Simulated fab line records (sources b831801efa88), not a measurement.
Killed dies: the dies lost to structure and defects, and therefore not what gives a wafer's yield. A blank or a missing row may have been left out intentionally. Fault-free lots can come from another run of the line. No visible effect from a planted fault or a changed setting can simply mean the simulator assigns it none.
A lot that was struck, set against a sound lot :: flow gf180mcu :: 16 steps out of a route of 602
Sound: these wafers, L378.2, L378.3, L378.6. Struck: wafer L382.4 (L382.3, L382.6, from the same lot, were not struck and are left out); the cause is given at the end.
At each step with rows: each side's tool, then ch and its chambers, then its first start. Under that, the readings that differ: sound wafers :: struck wafers :: difference of the means :: sigmas: that difference in standard deviations of wafers without a fault.
alike: same words and numbers on both sides, and readings whose means sit less than 2 such deviations apart. not compared: any withheld reading, any reading some wafer has no value for, any bound like >300 that may hide the same value, and any number with overlapping values for which the record gives no deviation.
A row with sigmas, a row that says differs or no value, or rows on one side alone: a step with any of these is where the two part. Non-overlapping numbers with no deviation appear without sigmas and do not part them. A reading missing from all wafers of one side parts the sides only when that side holds two or more wafers.

first, 4 steps without rows for these wafers: GF_M1_SOFTBAKE_10 (time 60 s); GF_M1_EXPOSE_11 (exposes mask Metal1, target cd 230 nm); GF_M1_PEB_12 (peb time 90 s); GF_M1_DEVELOP_13 (develop time 60 s).
GF_M1_CD_MEAS_14: target cd 230 nm.
  struck on cd_sem-01, day 23 10:47; sound on cd_sem-02, day 21 22:28
  alike: cd_nm
GF_M1_OVL_MEAS_15:
  struck on overlay-02, day 23 10:53; sound on overlay-02, day 21 22:35
  alike: M1_OVL
GF_M1_METAL_ETCH_16: etches the open film in Cl2/BCl3, stops on SiO2, target depth 750.8 nm, time 125.1 s.
  sound on rie_metal-04 ch 0, day 21 22:37; struck on rie_metal-04 ch 1, day 23 10:57
  alike: drypump_motor_current_A, oes_product_au, throttle_valve_pct
  not compared: rf_hours_counter_h
GF_M1_STRIP_17: strips in O2/N2.
  sound on plasma_asher-01 ch 0,1, day 21 22:44; struck on plasma_asher-01 ch 1, day 23 11:04
  alike: drypump_motor_current_A, heater_power_w, oes_product_au, platen_temp_c, strip_time_to_endpoint_s
  not compared: rf_hours_counter_h
then, 3 steps without rows for these wafers: GF_M1_STRIP_18 (strips in post etch residue remover, time 1200 s); GF_M1_CLEAN_19 (cleans in DIW); GF_V1_CVD_00 (deposits SiO2, target thk 600 nm, time 100 s).
GF_V1_THK_MEAS_01:
  struck on film_metro-02, day 23 11:44; sound on film_metro-01, day 21 23:21
  alike: V1_CVD_00_THK
GF_V1_CVD_02: deposits SiO2 from TEOS, target thk 850 nm, time 94.851 s.
  sound on pecvd-01 ch 0,1, day 21 23:24; struck on pecvd-03 ch 1, day 23 11:49
reading: model.SiO2_of_V1_CVD_02.thk_nm (nm)
sound: 844.8 829.5 847.6
struck: 811.2
difference: -29.4
sigmas: 
  alike: heater_power_outer_w, heater_power_w, susceptor_temp_C
GF_V1_THK_MEAS_03:
  struck on film_metro-01, day 23 11:54; sound on film_metro-03, day 21 23:29
reading: V1_CVD_02_THK (nm)
sound: 845 829 848
struck: 812
difference: -29
sigmas: -2
GF_V1_CMP_04: polishes SiO2.
  sound on cmp-01 ch 1,2,3, day 21 23:35; struck on cmp-01 ch 0, day 23 11:59
  alike: motor_current_A, platen_rpm, time_to_endpoint_s
-- the record jumps here: 10 days lie between the struck wafers' starts before and after (it left off in module V1 and takes up again in module PASSIVATION, whose first step shown is number 602 of the route) --
GF_PASSIVATION_PROBE_99:
  record: rows for the struck wafers here (prober-01, day 33 18:26), none for the sound ones

WHERE THEY PART
Last at GF_PASSIVATION_PROBE_99 as far as this record goes, first at GF_V1_THK_MEAS_03.

WHY: what had been put in by the simulator
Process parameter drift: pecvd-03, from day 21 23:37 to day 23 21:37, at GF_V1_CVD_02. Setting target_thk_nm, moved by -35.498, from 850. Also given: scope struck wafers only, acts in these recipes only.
